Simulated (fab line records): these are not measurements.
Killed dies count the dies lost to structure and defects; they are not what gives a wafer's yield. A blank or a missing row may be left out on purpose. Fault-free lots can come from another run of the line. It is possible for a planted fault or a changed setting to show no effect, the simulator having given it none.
Matching of chambers ; flow sky130 ; 4 sister chambers for SKY_LI_CONTACT_CMP_02 on cmp-02
The step polishes PSG. 8 wafers are shown with their chamber, then 7 later ones without.

## WAFERS PAIRED WITH THEIR CHAMBERS
wafer;chamber;motor_current_A (A);time_to_endpoint_s (s)
L364.6;2;14.6;33.3
L365.4;3;13.3;30.7
L367.2;2;14.7;28.7
L367.5;3;13.5;29.2
L368.3;1;14.6;33.6
L368.5;0;12.7;30.0
L369.1;1;14.6;33.2
L369.2;0;12.8;30.8

## WAFERS WHOSE CHAMBER IS MISSING
wafer;motor_current_A (A);time_to_endpoint_s (s)
L369.6;14.6;33.2
L381.1;13.7;35.2
L381.2;12.5;32.6
L381.4;13.2;35.0
L382.2;14.3;35.0
L382.4;12.5;38.0
L382.6;12.3;33.9

## WHICH CHAMBER EACH WENT THROUGH
wafer;from the rows above;in truth
L369.6;can't be placed: 1 or 2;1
L381.1;3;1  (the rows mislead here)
L381.2;0;0
L381.4;3;3
L382.2;can't be placed: 1 or 2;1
L382.4;0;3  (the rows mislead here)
L382.6;0;0
3 of 7 placed correctly. Unplaceable from these rows: 2, with the true chamber sitting among the candidates in 2. 2 placed wrongly.
How it was worked out, from the rows above alone: a wafer's distance from a chamber is the root of the sum, over the readings, of the square of ((its reading less the chamber's mean) divided by the reading's scatter). If the next closest chamber is less than 2 further off than the closest, the wafer can't be placed; otherwise it belongs to the closest. The mean given for a chamber averages the wafers shown for that chamber. The scatter: the root of (the sum of the squares of (reading less its chamber's mean) over the shown wafers, divided by (wafers less chambers)).
